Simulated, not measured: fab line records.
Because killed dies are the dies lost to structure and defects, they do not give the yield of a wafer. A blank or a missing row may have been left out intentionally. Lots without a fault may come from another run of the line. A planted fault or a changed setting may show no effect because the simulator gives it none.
Which tool is to blame? | flow gf180mcu | Sampling: 13 lots, 39 wafers, 2 of 602 route steps

## WHAT EACH GAUGE READ, for each wafer
GF_HV_LDD_THK_MEAS_55.
lot  | measured     | on            | HV_LDD_CVD_54_THK (nm)
L882 | day 12 19:11 | film metro-04 | 10.06 10.15 10.01
L883 | day 12 21:12 | film metro-03 | 10.09 10.05 10.15
L886 | day 14 05:17 | film metro-04 | 9.97 9.98 10.03
L887 | day 14 09:37 | film metro-02 | 10.10 10.12 9.89
L889 | day 15 08:43 | film metro-04 | 10.03 10.02 10.18
L890 | day 15 16:02 | film metro-02 | 10.00 10.12 10.09
L891 | day 15 20:46 | film metro-02 | 10.01 10.01 9.99
L892 | day 16 04:46 | film metro-03 | 10.06 10.08 10.08
L893 | day 16 14:02 | film metro-04 | 9.96 9.95 10.05
L894 | day 16 19:40 | film metro-04 | 10.18 10.24 10.19
L895 | day 16 21:56 | film metro-02 | 10.04 10.02 9.94
L902 | day 18 23:17 | film metro-03 | 9.76 9.84 9.74
L903 | day 19 09:11 | film metro-03 | 10.11 10.24 10.23

## TOOL THAT RAN EACH LOT (tool first, then ch and the chambers of the sampled wafers, then the start)
lot  | GF_VT_IMPLANT_STRIP_20
L882 | plasma asher-04 ch 0,1, day 6 13:34
L883 | plasma asher-03 ch 0,1, day 6 16:35
L886 | plasma asher-04 ch 0,1, day 7 15:21
L887 | plasma asher-02 ch 0,1, day 7 18:48
L889 | plasma asher-04 ch 0,1, day 8 08:29
L890 | plasma asher-04 ch 0,1, day 8 17:36
L891 | plasma asher-04 ch 0,1, day 8 21:03
L892 | plasma asher-02 ch 0,1, day 9 02:23
L893 | plasma asher-02 ch 0,1, day 9 06:44
L894 | plasma asher-02 ch 0,1, day 9 13:05
L895 | plasma asher-03 ch 0,1, day 9 19:47
L902 | plasma asher-04 ch 0,1, day 11 11:20
L903 | plasma asher-04 ch 1, day 11 19:38
- GF_VT_IMPLANT_STRIP_20: strips in O2/N2.

## AS READ BY THE TOOLS THEMSELVES (means over the sampled wafers that have a number; for cases with no such wafer, the mark the record gives instead)
GF_VT_IMPLANT_STRIP_20.
lot  | tool            | drypump motor current A (A) | heater power w (W) | n2 flow sccm (sccm) | oes product au (a.u.) | strip time to endpoint s (s)
L882 | plasma asher-04 | 5.8                         | 325                | 300.0               | 0.717                 | 12.64
L883 | plasma asher-03 | 6.0                         | 250                | 300.4               | 0.719                 | 12.64
L886 | plasma asher-04 | 5.8                         | 323                | 299.7               | 0.708                 | 12.61
L887 | plasma asher-02 | 5.7                         | 347                | 301.2               | 0.713                 | 12.56
L889 | plasma asher-04 | 5.8                         | 328                | 300.7               | 0.718                 | 12.61
L890 | plasma asher-04 | 5.8                         | 331                | 300.2               | 0.721                 | 12.63
L891 | plasma asher-04 | 5.6                         | 344                | 300.1               | 0.713                 | 12.67
L892 | plasma asher-02 | 5.9                         | 359                | 300.3               | 0.716                 | 12.55
L893 | plasma asher-02 | 5.8                         | 353                | 299.5               | 0.714                 | 12.61
L894 | plasma asher-02 | 5.8                         | 356                | 300.4               | 0.717                 | 12.68
L895 | plasma asher-03 | 5.6                         | 265                | 300.6               | 0.714                 | 12.64
L902 | plasma asher-04 | 5.8                         | 332                | 300.4               | 0.680                 | 13.60
L903 | plasma asher-04 | 5.4                         | 351                | 299.7               | 0.675                 | 13.51

## THE ANSWER, worked out from the rows above alone
Rule: what is usual is taken from the lots themselves. The widest of any qualifying gaps counts: lots, ordered by their means at a reading, are off when they make up no more than a third of the lots, leave a main group of 4 or more, and stand apart from it by 3 or more times the standard deviation of that group's means. A main group is skipped when, at the precision printed for the reading in the tables above, its means are all equal. A lot without any number at a reading at which 4 lots or more have one is off too. Any other lot the step has rows for is counted as sound. Order of review: gauges by route order, followed by the tools' own readings, for which a lot's mean as printed above is used. The first step at which some lot is off is used, and at that step the reading that is off furthest; a lot without a number counts as furthest.
Off, at GF_VT_IMPLANT_STRIP_20 on strip time to endpoint s: L902, L903. For the main group the mean is 12.62 s and the standard deviation 0.038.
If a tool, at that step or one of the process steps before it, ran each lot that is off and ran no sound lot following the first of them, it fits. One candidate fits, namely plasma asher-04 at GF_VT_IMPLANT_STRIP_20. Its last sound lot is L891 (day 8 21:03), its first lot that is off L902 (day 11 11:20): a fault that began between those two fits.
The tool's own readings at GF_VT_IMPLANT_STRIP_20 bear it out: on the lots that are off they differ by more than 5 times the standard deviation of the sound lots' means. oes product au reads 0.677 a.u. there against 0.715 a.u. on the sound lots; strip time to endpoint s reads 13.55 s there against 12.62 s on the sound lots.

## WHAT WAS PUT IN BY THE SIMULATOR
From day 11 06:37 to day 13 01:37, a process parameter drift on plasma asher-04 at GF_VT_IMPLANT_STRIP_20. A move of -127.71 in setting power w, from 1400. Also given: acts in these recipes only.
Lots struck among those shown: L902, L903. The rule given above showed the same thing.
